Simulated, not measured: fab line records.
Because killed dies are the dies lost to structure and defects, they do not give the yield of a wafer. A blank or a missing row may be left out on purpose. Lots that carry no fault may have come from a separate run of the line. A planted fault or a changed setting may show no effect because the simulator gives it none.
Split-lot experiment -- flow sky130 -- on a route of 708 steps: 5 lots, 23 wafers read

== THE SPLIT ITSELF ==
At SKY_METAL1_SPUTTER_03 (material Ti, target thk 5 nm, time 3.3 s), the setting power_w was moved away from the recipe's 3000 W on 8 of the 23 wafers read, by -6.6% to +10.0%. All remaining wafers had this setting at the recipe value.

The reading is taken at the split's own step.

== THE READING ==
Ti_of_METAL1_SPUTTER_03.thk_nm (the simulator's own value, which no gauge read), in nm, at SKY_METAL1_SPUTTER_03 (material Ti, target thk 5 nm, time 3.3 s). No usual value for it is given in the file. Across the 15 wafers here that went through the recipe, the average is 5.000 nm and the standard deviation 0.14 nm.

wafer,"tool, chamber at the split","power_w as run, W",against the recipe,"Ti_of_METAL1_SPUTTER_03.thk_nm, nm",against lot-mates on the recipe
L074.1,"pvd_sputter-03, -",3301,+10.0%,5.609,+0.616
L074.2,"pvd_sputter-03, -",3301,+10.0%,5.359,+0.366
L074.4,"pvd_sputter-03, -",3301,+10.0%,5.508,+0.515
L074.5,"pvd_sputter-03, -",3000,recipe,5.06,-
L074.6,"pvd_sputter-03, -",3000,recipe,4.926,-
L077.1,"pvd_sputter-03, -",3000,recipe,4.994,-
L077.2,"pvd_sputter-03, -",3123,+4.1%,5.139,+0.159
L077.3,"pvd_sputter-03, -",3123,+4.1%,5.192,+0.212
L077.4,"pvd_sputter-03, -",3000,recipe,5.017,-
L077.6,"pvd_sputter-03, -",3000,recipe,4.928,-
L083.4,"pvd_sputter-01, -",3000,recipe,4.731,-
L083.5,"pvd_sputter-01, -",3000,recipe,4.894,-
L083.6,"pvd_sputter-01, -",3000,recipe,4.707,-
L081.1,"pvd_sputter-03, -",3000,recipe,5.103,-
L081.2,"pvd_sputter-03, -",2802,-6.6%,4.584,-0.484
L081.4,"pvd_sputter-03, -",2802,-6.6%,4.701,-0.367
L081.5,"pvd_sputter-03, -",3000,recipe,5.033,-
L081.6,"pvd_sputter-03, -",2802,-6.6%,4.796,-0.272
L085.1,"pvd_sputter-04, -",3000,recipe,5.096,-
L085.2,"pvd_sputter-04, -",3000,recipe,5.194,-
L085.3,"pvd_sputter-04, -",3000,recipe,5.019,-
L085.4,"pvd_sputter-04, -",3000,recipe,5.145,-
L085.6,"pvd_sputter-04, -",3000,recipe,5.154,-

FIT RESULTS
A straight line over all 23 wafers: Ti_of_METAL1_SPUTTER_03.thk_nm changes by +0.0477 nm for each +1% of power_w; r = +0.86; the points scatter about the line by 0.13 nm.
The same after taking each lot's own level away (the mean of its wafers on the recipe; 23 wafers): +0.0517 nm for each +1%; r = +0.96; scatter 0.074 nm.
The reading moves by 0.52 nm for the largest change in power_w, on that fit.
From 4.7773 to 5.1216 nm: that is the span of the lots' own levels, equal to 2.5 times the standard deviation above.
So the lot-to-lot level changes the slope little: the two slopes agree.
Check: +0.478 nm against its lot-mates is what the line predicts for one of the wafers moved furthest among these (+10.0%) when that wafer is left out of the fit. It came out at +0.616 nm against them.

== THE OTHER SPLITS THESE WAFERS WENT THROUGH ==
These wafers also went through other splits before the reading. Each is held against what the fit with the lots' levels taken away leaves over:
other split on the same wafers,wafers away from the commonest value,r with Ti_of_METAL1_SPUTTER_03.thk_nm (lot level and that fit taken away)
SKY_LI_CONTACT_CVD_21 temp_c,6,+0.09
SKY_CONTACT_HDPCVD_02 time_s,4,+0.40
SKY_CONTACT_COAT_08 resist_thk_nm,8,+0.02

== FILE'S OWN FIT ==
Ti_of_METAL1_SPUTTER_03.thk_nm changes by +0.0512 nm for each +1% of power_w, r = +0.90.
